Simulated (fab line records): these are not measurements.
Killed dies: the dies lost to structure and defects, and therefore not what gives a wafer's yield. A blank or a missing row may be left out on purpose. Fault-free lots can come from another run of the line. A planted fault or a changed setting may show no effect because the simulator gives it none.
Which tool is to blame? -- flow sky130 -- 15 lots, 45 wafers sampled, at 2 steps of a route of 708

WHAT THE GAUGES SHOWED, per wafer
Not one reading of a measure or inspect step in the record can be checked against a usual standard deviation.

EACH LOT AND THE TOOL THAT RAN IT (in order: tool; ch and the chambers of the sampled wafers; start)
lot,SKY_NWELL_IMPLANT_11,SKY_PAD_OPEN_PROBE_99
L137,"implanter-03 ch 0, day 5 00:38",-
L139,"implanter-03 ch 0, day 5 16:06",-
L140,"implanter-02 ch 0, day 5 20:44",-
L141,"implanter-03 ch 0, day 6 06:19",-
L143,"implanter-03 ch 0, day 6 12:38","prober-01, day 47 12:38"
L144,"implanter-03 ch 0, day 6 17:32",-
L146,"implanter-04 ch 0, day 7 08:52",-
L147,"implanter-02 ch 0, day 7 10:27",-
L149,"implanter-02 ch 0, day 8 03:26",-
L153,"implanter-04 ch 0, day 8 22:57",-
L154,"implanter-03 ch 0, day 9 03:40","prober-01, day 50 11:52"
L155,"implanter-02 ch 0, day 9 14:01",-
L156,"implanter-03 ch 0, day 9 19:21",-
L157,"implanter-03 ch 0, day 9 21:30",-
L158,"implanter-04 ch 0, day 10 05:53",-
- SKY_NWELL_IMPLANT_11
- SKY_PAD_OPEN_PROBE_99

WHAT THE TOOLS THEMSELVES READ (means of the sampled wafers that have a number; where no wafer has one, the mark that the record gives instead)
SKY_NWELL_IMPLANT_11. Usual: 1.9003e+13 for dose_ions_cm2, sd 2.3e+10.
lot,tool,dose_ions_cm2,flag
L137,implanter-03,1.8975e+13,
L139,implanter-03,1.8990e+13,
L140,implanter-02,1.8975e+13,
L141,implanter-03,1.8792e+13,OFF
L143,implanter-03,1.8735e+13,OFF
L144,implanter-03,1.8780e+13,OFF
L146,implanter-04,1.9011e+13,
L147,implanter-02,1.9012e+13,
L149,implanter-02,1.8996e+13,
L153,implanter-04,1.8996e+13,
L154,implanter-03,1.9005e+13,
L155,implanter-02,1.9017e+13,
L156,implanter-03,1.9012e+13,
L157,implanter-03,1.9026e+13,
L158,implanter-04,1.9024e+13,

SKY_PAD_OPEN_PROBE_99. Usual: killed_at_M0_to_M3 44, standard deviation 7.9; killed_at_M4_up 3.1, standard deviation 1.9; killed_at_contacts 24, standard deviation 4.6; killed_at_front_end 16, standard deviation 4.9; killed_at_other 0.3, standard deviation 0.6; killed_dies 87, standard deviation 9.7; killed_open 48, standard deviation 7.2; killed_short 39, standard deviation 5.6.
lot,tool,killed_at_M0_to_M3,killed_at_M4_up,killed_at_contacts,killed_at_front_end,killed_at_other,killed_dies,killed_open,killed_short,flag
L143,prober-01,38,3.0,24,14,0.0,79,46,33,
L154,prober-01,42,2.0,22,19,0.3,85,45,40,

THE ANSWER, worked out from the rows above alone
Rule: a lot counts as off when the mean over its wafers that have a number is more than 3 standard deviations away from the usual mean. A lot without any number at a reading at which 4 lots or more have one is off too. Where the step has rows for the other lots, those lots are counted as sound. Order of review: gauges by route order, followed by the tools' own readings, for which a lot's mean as printed above is used. The first step at which some lot is off is used, and at that step the reading that is off furthest; a lot without a number counts as furthest.
Off: L141, L143, L144 (SKY_NWELL_IMPLANT_11, dose_ions_cm2).
If a tool, at that step or one of the process steps before it, ran each lot that is off and ran no sound lot following the first of them, it fits. Not one of the candidates tried fits.

WHAT HAD BEEN PUT IN BY THE SIMULATOR
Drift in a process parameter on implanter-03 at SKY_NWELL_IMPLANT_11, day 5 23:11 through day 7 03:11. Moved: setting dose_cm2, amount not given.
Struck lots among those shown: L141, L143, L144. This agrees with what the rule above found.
